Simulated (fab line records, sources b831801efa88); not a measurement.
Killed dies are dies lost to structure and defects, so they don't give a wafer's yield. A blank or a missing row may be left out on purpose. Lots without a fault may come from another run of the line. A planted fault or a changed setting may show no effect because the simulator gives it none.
fab line records | flow sky130
record lots=12 wafers=36 last_day=50
route steps=708 shown VIA3@594 METAL5@661 PASSIVATION@682 PAD_OPEN@708
lots that met no fault: from a run of the same line without faults
start_h: hours from the record's first day to the start of the lot's first wafer shown | wait_h: hours since the lot's step before | " the same as in the row above | L1.1+2: a row that stands for several wafers | - no value, or no start given | * or withheld: withheld | < > ~ a bound
route shown NAME@n: a module of which the file shows steps, and the number in the route of the first | usual: mean/standard deviation of fault-free wafers | same: alike in all rows | chamber/n: place in a boat | sites: the reading at each site | _std_site: their standard deviation | _edge_site: outer sites' mean less inner sites' | radius_mm: how far each site lies from the wafer's centre | mask NAME#n: copy n | behind: the tool/chamber that last shaped the wafer | hold: why the lot was held/for how many hours/how that ended | device: the transistor (n, p or np) that didn't switch | end of line: the same wafers' tests at the end of the route | a step without rows: its recipe alone | killed: dies lost to structure and defects at the first sort, not the wafer's yield | map: a wafer's dies, x killed, . not, _ none there
set.NAME: the setting as run; set.NAME@STEP: as run at that earlier step | model.NAME: the simulator's own value behind a step, which no gauge read
steps of the route over a sample of lots; a table a step, a row a wafer
services: from which hour (start_h, from the record's first day; less than 0 if before it) a tool's chamber was out of use, for how many hours, and why
## steps
# step SKY_VIA3_CVD_21
# recipe material=W target_thk_nm=390 time_s=117.31 temp_c=400 pressure_torr=40
# usual heater_power_w=814/65
# columns lot.wafer tool chamber start_h wait_h heater_power_w
L101.1 cvd_w-01 0 935.27 0.0 842
L101.3 " 0 " " 846
L101.6 " 0 " " 844
L102.1 cvd_w-02 0 941.39 0.0 864
L102.4 " 1 " " 703
L102.5 " 1 " " 725
L105.1 cvd_w-02 0 957.07 0.0 830
L105.3 " 1 " " 723
L105.6 " 0 " " 867
L106.1 cvd_w-02 0 975.32 0.0 877
L106.4 " 1 " " 709
L106.6 " 1 " " 724
L107.1 cvd_w-02 0 976.10 0.0 852
L107.2 " 1 " " 716
L107.6 " 1 " " 719
L109.3 cvd_w-01 1 987.79 0.1 835
L109.5 " 1 " " 819
L109.6 " 0 " " 871
L110.1 cvd_w-02 0 993.98 0.0 883
L110.2 " 1 " " 709
L110.5 " 1 " " 715
L111.2 cvd_w-02 1 1008.64 0.0 709
L111.4 " 0 " " 839
L111.6 " 0 " " 847
L116.3 cvd_w-01 0 1043.68 0.1 842
L116.4 " 1 " " 843
L116.5 " 1 " " 859
L120.2 cvd_w-01 0 1069.19 0.0 846
L120.3 " 1 " " 860
L120.5 " 0 " " 864
L121.1 cvd_w-02 0 1075.74 0.0 850
L121.4 " 0 " " 860
L121.5 " 1 " " 717
L124.1 cvd_w-01 1 1086.79 0.0 838
L124.4 " 0 " " 828
L124.5 " 0 " " 838
# step SKY_METAL5_SPUTTER_00
# recipe material=Ti target_thk_nm=15 power_w=3000 time_s=10 chamber_pressure_pa=0.4
# usual throttle_valve_pct=29.5/1.1
# columns lot.wafer tool chamber start_h wait_h throttle_valve_pct
L101.1 pvd_sputter-04 - 1010.14 0.2 31.0
L101.3 " - " " 30.2
L101.6 " - " " 27.7
L102.1 pvd_sputter-02 - 1020.16 0.1 29.8
L102.4 " - " " 29.8
L102.5 " - " " 27.4
L105.1 pvd_sputter-02 - 1029.10 0.1 29.8
L105.3 " - " " 31.1
L105.6 " - " " 30.8
L106.1 pvd_sputter-03 - 1048.79 0.2 30.1
L106.4 " - " " 29.2
L106.6 " - " " 28.7
L107.1 pvd_sputter-02 - 1049.93 0.2 27.7
L107.2 " - " " 31.0
L107.6 " - " " 29.8
L109.3 pvd_sputter-04 - 1061.23 0.1 31.0
L109.5 " - " " 30.8
L109.6 " - " " 27.7
L110.1 pvd_sputter-02 - 1064.27 0.1 31.0
L110.2 " - " " 29.8
L110.5 " - " " 27.3
L111.2 pvd_sputter-02 - 1077.80 0.1 27.3
L111.4 " - " " 31.0
L111.6 " - " " 30.9
L116.3 pvd_sputter-04 - 1109.95 0.2 30.9
L116.4 " - " " 27.8
L116.5 " - " " 30.0
L120.2 pvd_sputter-02 - 1134.51 0.2 29.5
L120.3 " - " " 27.6
L120.5 " - " " 29.8
L121.1 pvd_sputter-04 - 1141.00 0.1 27.7
L121.4 " - " " 29.2
L121.5 " - " " 30.0
L124.1 pvd_sputter-03 - 1150.92 0.2 30.2
L124.4 " - " " 29.9
L124.5 " - " " 29.9
# step SKY_METAL5_STRIP_16
# recipe chemistry=O2/N2 power_w=1400 pressure_mtorr=1500 platen_temp_c=withheld o2_flow_sccm=3000 n2_flow_sccm=300 overash_fraction=0.5
# usual drypump_motor_current_A=5.5/0.53 oes_product_au=0.710/0.0047 strip_time_to_endpoint_s=12.99/0.13
# columns lot.wafer tool chamber start_h wait_h drypump_motor_current_A oes_product_au rf_hours_counter_h strip_time_to_endpoint_s
L101.1 plasma_asher-02 0 1033.05 0.2 4.9 0.705 122 13.02
L101.3 " 1 " " 6.2 0.721 - 12.95
L101.6 " 0 " " 4.9 0.714 - 13.06
L102.1 plasma_asher-03 0 1042.30 0.2 5.3 0.709 30 13.12
L102.4 " 0 " " 5.3 0.709 - 13.04
L102.5 " 0 " " 5.3 0.704 - 13.08
L105.1 plasma_asher-02 1 1051.80 0.2 6.2 0.711 123 13.05
L105.3 " 0 " " 4.9 0.709 - 13.16
L105.6 " 1 " " 6.1 0.714 - 13.13
L106.1 plasma_asher-04 0 1071.11 0.2 6.6 0.714 94 13.03
L106.4 " 1 " " 5.5 0.713 - 12.95
L106.6 " 1 " " 5.5 0.717 - 12.94
L107.1 plasma_asher-03 0 1072.33 0.2 5.3 0.713 33 13.11
L107.2 " 1 " " 5.2 0.712 33 13.09
L107.6 " 1 " " 5.3 0.712 - 13.04
L109.3 plasma_asher-03 0 1083.18 0.1 5.3 0.700 - 13.01
L109.5 " 1 " " 5.2 0.715 - 12.68
L109.6 " 0 " " 5.3 0.706 - 13.04
L110.1 plasma_asher-03 1 1086.33 0.2 5.2 0.711 35 12.83
L110.2 " 0 " " 5.3 0.713 35 12.76
L110.5 " 1 " " 5.3 0.709 - 12.77
L111.2 plasma_asher-03 1 1098.56 0.2 5.2 0.713 36 13.15
L111.4 " 1 " " 5.2 0.717 - 13.08
L111.6 " 1 " " 5.3 0.708 - 13.15
L116.3 plasma_asher-03 1 1129.99 0.1 5.2 0.711 - 12.95
L116.4 " 0 " " 5.3 0.705 - 12.83
L116.5 " 0 " " 5.3 0.708 - 13.03
L120.2 plasma_asher-02 0 1153.45 0.2 4.9 0.713 9 12.92
L120.3 " 1 " " 6.2 0.716 - 12.86
L120.5 " 0 " " 4.9 0.714 - 13.00
L121.1 plasma_asher-04 0 1159.70 0.2 6.6 0.714 102 12.99
L121.4 " 0 " " 6.6 0.704 - 13.15
L121.5 " 1 " " 5.5 0.713 - 13.23
L124.1 plasma_asher-03 0 1168.55 0.2 5.3 0.714 42 13.01
L124.4 " 0 " " 5.3 0.710 - 12.87
L124.5 " 1 " " 5.2 0.706 - 12.98
# step SKY_PASSIVATION_THK_MEAS_01
# recipe reads=SiO2_of_PASSIVATION_CVD_00
# usual PASSIVATION_CVD_00_THK=90.2/1.3
# columns lot.wafer tool chamber start_h wait_h PASSIVATION_CVD_00_THK[nm]
L101.1 film_metro-04 - 1033.66 - 90.1
L101.3 " - " " 91.4
L101.6 " - " " 92.3
L102.1 film_metro-03 - 1042.91 - 91.0
L102.4 " - " " 93.1
L102.5 " - " " 90.7
L105.1 film_metro-03 - 1052.45 - 88.6
L105.3 " - " " 88.4
L105.6 " - " " 90.4
L106.1 film_metro-02 - 1071.78 - 90.7
L106.4 " - " " 91.9
L106.6 " - " " 91.5
L107.1 film_metro-04 - 1072.98 - 89.8
L107.2 " - " " 90.1
L107.6 " - " " 91.7
L109.3 film_metro-03 - 1083.85 - 91.6
L109.5 " - " " 92.7
L109.6 " - " " 92.6
L110.1 film_metro-03 - 1086.97 - 88.0
L110.2 " - " " 88.8
L110.5 " - " " 89.5
L111.2 film_metro-03 - 1099.18 - 90.0
L111.4 " - " " 90.8
L111.6 " - " " 91.5
L116.3 film_metro-02 - 1130.59 - 88.8
L116.4 " - " " 90.9
L116.5 " - " " 88.7
L120.2 film_metro-02 - 1154.12 - 88.8
L120.3 " - " " 88.9
L120.5 " - " " 90.4
L121.1 film_metro-02 - 1160.39 - 87.9
L121.4 " - " " 90.0
L121.5 " - " " 89.9
L124.1 film_metro-02 - 1169.16 - 88.3
L124.4 " - " " 90.8
L124.5 " - " " 89.7
# step SKY_PAD_OPEN_PROBE_99
# usual defect_limited_yield=82.4/1.9 killed_at_M0_to_M3=43/6.7 killed_at_M4_up=3.1/1.9 killed_at_contacts=25/5 killed_at_front_end=15/4 killed_at_other=0.4/0.69 killed_dies=87/9.2 killed_on_rim=17/3.6 killed_open=46/7.1 killed_short=40/6.8 sort_bin_3_pad_short=0.9/0.48 sort_bin_5_function=10.3/1.5 sort_bin_6_memory=6.4/1.2 sort_n_pass=405/9.2 sort_yield_pct=82.4/1.9
# same gross_dies=492 killed_at_back_side=0 sort_bin_4_leakage[%]=0 sort_bin_8_speed[%]=0
# columns lot.wafer tool chamber start_h wait_h defect_limited_yield[%] killed_at_M0_to_M3 killed_at_M4_up killed_at_contacts killed_at_front_end killed_at_other killed_dies killed_on_rim killed_open killed_short sort_bin_3_pad_short[%] sort_bin_5_function[%] sort_bin_6_memory[%] sort_n_pass sort_yield_pct[%]
L101.1 prober-01 - 1080.35 0.1 83.7 42 6 19 13 0 80 16 35 45 1.8 6.7 7.7 412 83.7
L101.3 prober-01 - 1080.45 0.2 82.9 42 0 21 20 1 84 20 38 46 0 9.6 7.5 408 82.9
L101.6 prober-01 - 1080.60 0.2 80.7 47 5 26 12 5 95 19 47 45 0.8 12.4 6.1 397 80.7
L109.3 prober-01 - 1127.06 0.2 81.5 39 4 26 22 0 91 17 58 33 0.6 10.8 7.1 401 81.5
L109.5 prober-01 - 1127.16 0.2 85.2 33 6 19 15 0 73 15 43 29 0.4 8.5 5.9 419 85.2
L109.6 prober-01 - 1127.21 0.2 82.1 40 4 26 18 0 88 20 52 36 1.2 10.4 6.3 404 82.1
L110.2 prober-02 - 1129.56 0.1 83.7 38 2 24 16 0 80 19 41 39 1.4 8.5 6.3 412 83.7
L111.2 prober-01 - 1141.37 0.1 82.5 38 9 20 19 0 86 16 47 37 0.8 10.0 6.7 406 82.5
L111.4 prober-01 - 1141.47 0.2 79.9 59 4 22 14 0 99 19 54 44 1.8 11.4 6.9 393 79.9
L111.6 prober-01 - 1141.57 0.2 82.3 43 0 29 15 0 87 18 52 34 0.6 11.0 6.1 405 82.3
L116.3 prober-02 - 1168.77 0.2 81.7 50 4 16 19 1 90 15 44 44 0.2 10.8 7.3 402 81.7
L116.4 prober-02 - 1168.82 0.2 80.7 55 4 20 15 1 95 19 58 36 0.6 10.8 7.9 397 80.7
L116.5 prober-02 - 1168.87 0.2 84.1 42 2 26 8 0 78 10 43 33 0.6 8.1 7.1 414 84.1
L120.2 prober-02 - 1190.81 0.1 82.5 41 1 28 15 1 86 18 45 41 1.0 11.6 4.9 406 82.5
L120.3 prober-02 - 1190.86 0.2 84.1 43 4 23 8 0 78 12 46 32 0.6 10.6 4.7 414 84.1
L120.5 prober-02 - 1190.96 0.2 82.1 43 4 27 14 0 88 24 53 34 0.6 11.6 5.7 404 82.1
L121.1 prober-01 - 1195.83 0.1 79.5 49 3 34 14 1 101 23 52 48 0.8 12.6 7.1 391 79.5
L121.4 prober-01 - 1195.98 0.2 83.5 43 2 21 15 0 81 15 41 37 0.4 9.1 6.9 411 83.5
L121.5 prober-01 - 1196.03 0.2 77.6 70 2 26 11 1 110 31 46 36 2.6 13.4 6.3 382 77.6
L124.1 prober-01 - 1204.61 0.1 79.9 51 3 31 14 0 99 18 46 53 0.8 11.4 7.9 393 79.9
L124.4 prober-01 - 1204.76 0.2 85.6 38 1 22 10 0 71 17 37 34 1.2 9.8 3.5 421 85.6
L124.5 prober-01 - 1204.81 0.2 81.5 37 2 33 18 1 91 13 47 44 1.2 10.6 6.7 401 81.5
# killed by level:class
L101.1 METAL1:geometric_particle:short=9 LOCAL_INTERCONNECT:geometric_particle:short=7 VIA2:geometric_particle:open=6 VIA3:geometric_particle:open=6 METAL4:geometric_particle:short=5 CONTACT:geometric_particle:open=5 METAL2:geometric_particle:short=5 LI_CONTACT:geometric_particle:open=4
L101.3 VIA2:geometric_particle:open=8 LI_CONTACT:geometric_particle:open=7 LOCAL_INTERCONNECT:geometric_particle:short=7 METAL1:geometric_particle:short=7 POLY_GATE:geometric_particle:short=5 VIA1:geometric_particle:open=5 METAL2:geometric_particle:short=5 FIELD_ISO:geometric_particle:short=4
L101.6 VIA3:geometric_particle:open=13 CONTACT:geometric_particle:open=10 VIA1:geometric_particle:open=10 LOCAL_INTERCONNECT:geometric_particle:short=7 METAL2:geometric_particle:short=6 FIELD_ISO:geometric_particle:short=4 LI_CONTACT:geometric_particle:short=4 METAL1:geometric_particle:short=4
L109.3 CONTACT:geometric_particle:open=12 VIA1:geometric_particle:open=12 VIA3:geometric_particle:open=6 FIELD_ISO:geometric_particle:open=5 LI_CONTACT:geometric_particle:open=5 METAL1:geometric_particle:short=5 FIELD_ISO:geometric_particle:short=4 POLY_GATE:geometric_particle:short=4
L109.5 VIA1:geometric_particle:open=8 CONTACT:geometric_particle:open=8 POLY_GATE:geometric_particle:short=7 VIA2:geometric_particle:open=6 LI_CONTACT:geometric_particle:open=5 VIA3:geometric_particle:open=4 POLY_GATE:geometric_particle:open=3 METAL1:geometric_particle:short=3
L109.6 VIA1:geometric_particle:open=15 CONTACT:geometric_particle:open=13 METAL1:geometric_particle:short=5 LI_CONTACT:geometric_particle:open=5 FIELD_ISO:geometric_particle:short=4 POLY_GATE:geometric_particle:open=4 LI_CONTACT:geometric_particle:short=4 VIA1:geometric_particle:short=4
L110.2 LI_CONTACT:geometric_particle:open=8 CONTACT:geometric_particle:open=7 VIA1:geometric_particle:short=6 VIA1:geometric_particle:open=6 CONTACT:geometric_particle:short=5 FIELD_ISO:geometric_particle:open=4 METAL1:geometric_particle:short=4 VIA2:geometric_particle:short=4
L111.2 VIA1:geometric_particle:open=10 VIA3:geometric_particle:open=8 CONTACT:geometric_particle:open=6 POLY_GATE:geometric_particle:short=5 VIA1:geometric_particle:short=5 METAL2:geometric_particle:short=5 FIELD_ISO:geometric_particle:short=4 POLY_GATE:geometric_particle:open=4
L111.4 VIA1:geometric_particle:open=14 VIA3:geometric_particle:open=10 METAL1:geometric_particle:short=8 LI_CONTACT:geometric_particle:open=7 CONTACT:geometric_particle:open=7 METAL2:geometric_particle:short=7 VIA3:geometric_particle:short=6 FIELD_ISO:geometric_particle:open=4
L111.6 CONTACT:geometric_particle:open=12 VIA1:geometric_particle:open=8 VIA3:geometric_particle:open=8 METAL2:geometric_particle:short=7 LI_CONTACT:geometric_particle:open=6 VIA2:geometric_particle:open=6 POLY_GATE:geometric_particle:open=5 CONTACT:geometric_particle:short=5
L116.3 VIA1:geometric_particle:open=10 VIA3:geometric_particle:open=7 METAL1:geometric_particle:short=6 VIA2:geometric_particle:open=6 FIELD_ISO:geometric_particle:open=5 METAL2:geometric_particle:short=5 VIA1:geometric_particle:short=5 FIELD_ISO:geometric_particle:short=4
L116.4 VIA1:geometric_particle:open=18 VIA2:geometric_particle:open=6 METAL1:geometric_particle:short=6 VIA3:geometric_particle:open=6 POLY_GATE:geometric_particle:open=5 LOCAL_INTERCONNECT:geometric_particle:short=5 METAL2:geometric_particle:short=5 LI_CONTACT:geometric_particle:open=4
L116.5 VIA1:geometric_particle:open=12 CONTACT:geometric_particle:open=9 VIA2:geometric_particle:open=9 VIA1:geometric_particle:short=6 LOCAL_INTERCONNECT:geometric_particle:short=5 LI_CONTACT:geometric_particle:short=4 METAL1:geometric_particle:short=4 VIA2:geometric_particle:short=4
L120.2 CONTACT:geometric_particle:open=12 VIA1:geometric_particle:open=10 METAL1:geometric_particle:short=8 VIA1:geometric_particle:short=7 POLY_GATE:geometric_particle:open=6 LI_CONTACT:geometric_particle:short=4 LI_CONTACT:geometric_particle:open=4 LOCAL_INTERCONNECT:geometric_particle:short=4
L120.3 VIA2:geometric_particle:open=10 VIA1:geometric_particle:open=8 LI_CONTACT:geometric_particle:open=7 VIA3:geometric_particle:open=6 CONTACT:geometric_particle:open=5 CONTACT:geometric_particle:short=5 VIA2:geometric_particle:short=5 POLY_GATE:geometric_particle:open=3
L120.5 VIA1:geometric_particle:open=11 VIA3:geometric_particle:open=10 CONTACT:geometric_particle:open=9 LI_CONTACT:geometric_particle:open=8 VIA1:geometric_particle:short=5 FIELD_ISO:geometric_particle:open=4 CONTACT:geometric_particle:short=4 VIA2:geometric_particle:open=4
L121.1 CONTACT:geometric_particle:open=12 METAL1:geometric_particle:short=11 VIA1:geometric_particle:open=11 LI_CONTACT:geometric_particle:open=10 METAL2:geometric_particle:short=9 FIELD_ISO:geometric_particle:short=5 CONTACT:geometric_particle:short=5 FIELD_ISO:geometric_particle:open=4
L121.4 VIA1:geometric_particle:open=11 CONTACT:geometric_particle:open=6 CONTACT:geometric_particle:short=6 VIA3:geometric_particle:open=6 VIA2:geometric_particle:short=5 VIA2:geometric_particle:open=5 FIELD_ISO:geometric_particle:open=4 POLY_GATE:geometric_particle:short=4
L121.5 VIA3:unspecified=28 CONTACT:geometric_particle:open=11 VIA1:geometric_particle:open=10 METAL1:geometric_particle:short=8 FIELD_ISO:geometric_particle:open=5 LOCAL_INTERCONNECT:geometric_particle:short=5 METAL2:geometric_particle:short=5 CONTACT:geometric_particle:short=4
L124.1 VIA1:geometric_particle:open=14 METAL1:geometric_particle:short=12 CONTACT:geometric_particle:open=10 LI_CONTACT:geometric_particle:open=7 LOCAL_INTERCONNECT:geometric_particle:short=6 CONTACT:geometric_particle:short=5 VIA3:geometric_particle:short=5 VIA1:geometric_particle:short=4
L124.4 METAL1:geometric_particle:short=9 VIA2:geometric_particle:open=5 LI_CONTACT:geometric_particle:short=5 CONTACT:geometric_particle:open=5 VIA1:geometric_particle:open=5 LI_CONTACT:geometric_particle:open=4 CONTACT:geometric_particle:short=4 VIA3:geometric_particle:open=4
L124.5 CONTACT:geometric_particle:open=9 CONTACT:geometric_particle:short=9 VIA1:geometric_particle:open=7 LI_CONTACT:geometric_particle:open=7 POLY_GATE:geometric_particle:open=5 VIA2:geometric_particle:open=5 VIA3:geometric_particle:short=5 FIELD_ISO:geometric_particle:open=4
## services
# columns tool chamber start_h hours kind
cvd_w-01 1 932.95 12.8 repair
pvd_sputter-03 - 947.15 2.1 repair
pvd_sputter-04 - 949.69 1.8 repair
plasma_asher-02 - 961.62 2.8 pm
cvd_w-01 0 966.18 11.0 repair
plasma_asher-04 - 980.43 0.8 repair
plasma_asher-04 - 995.73 13.3 repair
pvd_sputter-02 - 1007.90 8.5 repair
pvd_sputter-02 3 1021.46 - consumable_replace:kit
cvd_w-01 1 1023.63 7.9 repair
cvd_w-02 - 1028.75 0.6 repair
cvd_w-02 0 1029.67 2.9 repair
cvd_w-02 - 1039.35 2.8 pm
plasma_asher-03 - 1047.80 0.5 repair
plasma_asher-02 - 1055.25 9.0 pm
plasma_asher-03 - 1087.50 1.7 repair
cvd_w-02 0 1107.80 5.4 repair
pvd_sputter-03 - 1109.79 8.8 repair
plasma_asher-04 - 1121.95 1.5 repair
cvd_w-01 1 1127.48 2.3 repair
plasma_asher-03 - 1130.59 7.5 repair
cvd_w-01 - 1130.66 0.4 repair
plasma_asher-02 - 1146.75 1.4 repair
cvd_w-02 1 1155.58 7.2 repair
## key
first_sign step=SKY_PAD_OPEN_PROBE_99 reading=killed_at_M0_to_M3 direction=up sigmas=4 usual=43 struck=70
effect step=SKY_PAD_OPEN_PROBE_99 reading=sort_bin_3_pad_short direction=up sigmas=3.6 usual=0.9 struck=2.6
met_at SKY_VIA3_CVD_21
struck_lots L121
struck_wafers L121.5
not_acting_at SKY_METAL5_SPUTTER_00,SKY_METAL5_STRIP_16,SKY_PASSIVATION_THK_MEAS_01
onset_between 1008.64 1075.74
fault kind=chamber_particle_source tool=cvd_w-02 chamber=1 onset_h=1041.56 steps=SKY_VIA3_CVD_21 rate_per_visit_cm2=0.78291 end_h=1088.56
